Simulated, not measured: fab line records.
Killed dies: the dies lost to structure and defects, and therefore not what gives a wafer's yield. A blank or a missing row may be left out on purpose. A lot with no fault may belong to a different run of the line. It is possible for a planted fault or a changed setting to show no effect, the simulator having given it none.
Struck lot and sound lot, side by side + flow sky130 + 28 steps out of a route of 708
Sound: the wafers L997.1, L997.4, L997.6. Wafers struck: L105.2, L105.4, L105.5. At the end, the cause is stated.
Per side, at each step with rows, come the tool, then ch with its chambers, and then its first start. Under that, the readings that differ: sound wafers + struck wafers + difference of the means + sigmas: that difference in standard deviations of wafers without a fault.
alike: readings whose means differ by less than 2 such deviations, and words and numbers that are the same on both sides. not compared: withheld readings, readings that some wafer has no value for, bounds like >300 that may hide the same value, and numbers for which the record gives no deviation and whose values overlap.
A row with sigmas, a row that says differs or no value, or rows on one side alone: a step with any of these is where the two part. Numbers that have no deviation but don't overlap get no sigmas and don't part them. A reading that every wafer of one side lacks parts them only if that side has two wafers or more.

first, 1 step without rows for these wafers: SKY_VT_ADJUST_LVTN_IMPLANT_08.
SKY_VT_ADJUST_LVTN_STRIP_09: strips in O2/N2.
  sound on plasmaAsher-04 ch 1, day 9 10:24; struck on plasmaAsher-04 ch 0,1, day 11 09:12
  alike: chamberPressureMTorr, drypumpMotorCurrentA, oesProductAu, stripTimeToEndpointS
  not compared: rfHoursCounterH
SKY_VT_ADJUST_LVTN_TW_MEAS_10:
  struck on filmMetro-03, day 11 09:19; sound on filmMetro-02, day 9 10:30
  alike: VT_ADJUST_LVTN_TW
then, 7 steps without rows for these wafers: SKY_VT_ADJUST_LVTN_DEHYDRATE_11 (time 60 s); SKY_VT_ADJUST_LVTN_HMDS_12 (prime time 60 s); SKY_VT_ADJUST_LVTN_COAT_13 (resist thk 1140 nm); SKY_VT_ADJUST_LVTN_SOFTBAKE_14 (time 60 s); SKY_VT_ADJUST_LVTN_EXPOSE_15 (exposes mask HVN STD DERIVED, target cd 600 nm); SKY_VT_ADJUST_LVTN_PEB_16; SKY_VT_ADJUST_LVTN_DEVELOP_17 (develop time 60 s).
SKY_VT_ADJUST_LVTN_OVL_MEAS_18:
  struck on overlay-02, day 12 09:16; sound on overlay-01, day 10 07:40
  alike: VT_ADJUST_LVTN_01_OVL
after that, 1 step had no rows for these wafers: SKY_VT_ADJUST_LVTN_IMPLANT_19.
SKY_VT_ADJUST_LVTN_STRIP_20: strips in O2/N2.
  sound on plasmaAsher-02 ch 0,1, day 10 07:51; struck on plasmaAsher-02 ch 1, day 12 09:26
  no value came back on the struck wafers for chamberPressureMTorr (mTorr), drypumpMotorCurrentA (A), oesProductAu (a.u.), stripTimeToEndpointS (s); on the sound wafers chamberPressureMTorr (mTorr) reads 1498.5 1500.0 1498.5
| reading                                            | sound | struck         | difference | sigmas |
|----------------------------------------------------|-------|----------------|------------|--------|
| model.NOVOLAK_of_VT_ADJUST_LVTN_COAT_13.thkNm (nm) | 0 0 0 | 1142 1140 1147 | +1143      |        |
  not compared: rfHoursCounterH
SKY_VT_ADJUST_LVTN_TW_MEAS_21:
  struck on filmMetro-04, day 12 09:33; sound on filmMetro-02, day 10 07:57
| reading             | sound             | struck            | difference | sigmas |
|---------------------|-------------------|-------------------|------------|--------|
| VT_ADJUST_LVTN_2_TW | 186.4 186.0 185.7 | 188.5 187.8 187.6 | +1.9       | +2     |
then, 7 steps without rows for these wafers: SKY_VT_ADJUST_NCORE_DEHYDRATE_00 (time 60 s); SKY_VT_ADJUST_NCORE_HMDS_01 (prime time 60 s); SKY_VT_ADJUST_NCORE_COAT_02 (resist thk 1140 nm); SKY_VT_ADJUST_NCORE_SOFTBAKE_03 (time 60 s); SKY_VT_ADJUST_NCORE_EXPOSE_04 (exposes mask LVTN COMPLEMENT THIN, target cd 380 nm); SKY_VT_ADJUST_NCORE_PEB_05; SKY_VT_ADJUST_NCORE_DEVELOP_06 (develop time 60 s).
SKY_VT_ADJUST_NCORE_CD_MEAS_07: the cd target is 380 nm.
  struck on cdSem-02, day 13 10:47; sound on cdSem-02, day 11 06:10
| reading   | sound             | struck            | difference | sigmas |
|-----------|-------------------|-------------------|------------|--------|
| cdNm (nm) | 377.9 378.1 378.7 | 382.5 382.9 382.9 | +4.5       | +2     |
SKY_VT_ADJUST_NCORE_OVL_MEAS_08:
  struck on overlay-02, day 13 10:53; sound on overlay-01, day 11 06:17
  alike: VT_ADJUST_NCORE_OVL
after that, 1 step had no rows for these wafers: SKY_VT_ADJUST_NCORE_IMPLANT_09.
SKY_VT_ADJUST_NCORE_STRIP_10: strips in O2/N2.
  sound on plasmaAsher-04 ch 1, day 11 06:28; struck on plasmaAsher-01 ch 1, day 13 11:04
| reading                  | sound             | struck            | difference | sigmas      |
|--------------------------|-------------------|-------------------|------------|-------------|
| stripTimeToEndpointS (s) | 14.16 14.20 14.19 | 31.24 31.26 31.36 | +17.10     | +99 or more |
  alike: chamberPressureMTorr, drypumpMotorCurrentA, oesProductAu
  not compared: rfHoursCounterH
SKY_VT_ADJUST_NCORE_TW_MEAS_11:
  struck on filmMetro-01, day 13 11:11; sound on filmMetro-03, day 11 06:34
| reading            | sound             | struck         | difference | sigmas |
|--------------------|-------------------|----------------|------------|--------|
| VT_ADJUST_NCORE_TW | 218.3 219.5 219.8 | 30.4 30.5 30.5 | -188.7     | -79    |
then, 1 step without rows for these wafers: SKY_VT_ADJUST_HVTR_DEHYDRATE_00 (time 60 s).
-- record jumps: 36 days separate the struck wafers' starts on either side; left off in module VT_ADJUST_HVTR, taken up again in module PAD_OPEN, whose first shown step is the route's number 708 --
SKY_PAD_OPEN_PROBE_99:
  struck on prober-01, day 49 14:58; sound on prober-02, day 47 21:52
| reading                             | sound                         | struck                      | difference | sigmas |
|-------------------------------------|-------------------------------|-----------------------------|------------|--------|
| model.etest.nfet_16v.rOnOhmUm       | 1.407e+04 1.408e+04 1.412e+04 | 1.253e+04 1.23e+04 1.22e+04 | -1.747e+03 |        |
| model.etest.pfet_16v.rOnOhmUm       | 1.502e+04 1.494e+04 1.514e+04 | 1.7e+04 1.66e+04 1.663e+04  | +1.7e+03   |        |
| model.etest.pfetG5v0d10v5.rOnOhmUm  | 4779 4842 4762                | 6127 6150 6128              | +1341      |        |
| model.etest.tipP.rsOhmSq            | 6917 6900 6880                | 7564 7510 7566              | +648       |        |
| model.etest.pfet_01v8.rOnOhmUm      | 2991 3055 2991                | 3305 3294 3404              | +322       |        |
| model.etest.tip_p_5v.rsOhmSq        | 2854 2873 2852                | 3107 3112 3089              | +243       |        |
| model.etest.pfetG5v0d10v5.driveUaUm | 340.7 336.7 343.7             | 242.7 241.9 240.9           | -98.5      |        |
| model.etest.sramNfetPass.driveUaUm  | 487 463.1 485.5               | 555.5 578 549               | +82.3      |        |

## WHERE THEY PART
Last at SKY_VT_ADJUST_NCORE_TW_MEAS_11 as far as this record goes, first at SKY_VT_ADJUST_LVTN_STRIP_20.

WHY: the cause the simulator had injected
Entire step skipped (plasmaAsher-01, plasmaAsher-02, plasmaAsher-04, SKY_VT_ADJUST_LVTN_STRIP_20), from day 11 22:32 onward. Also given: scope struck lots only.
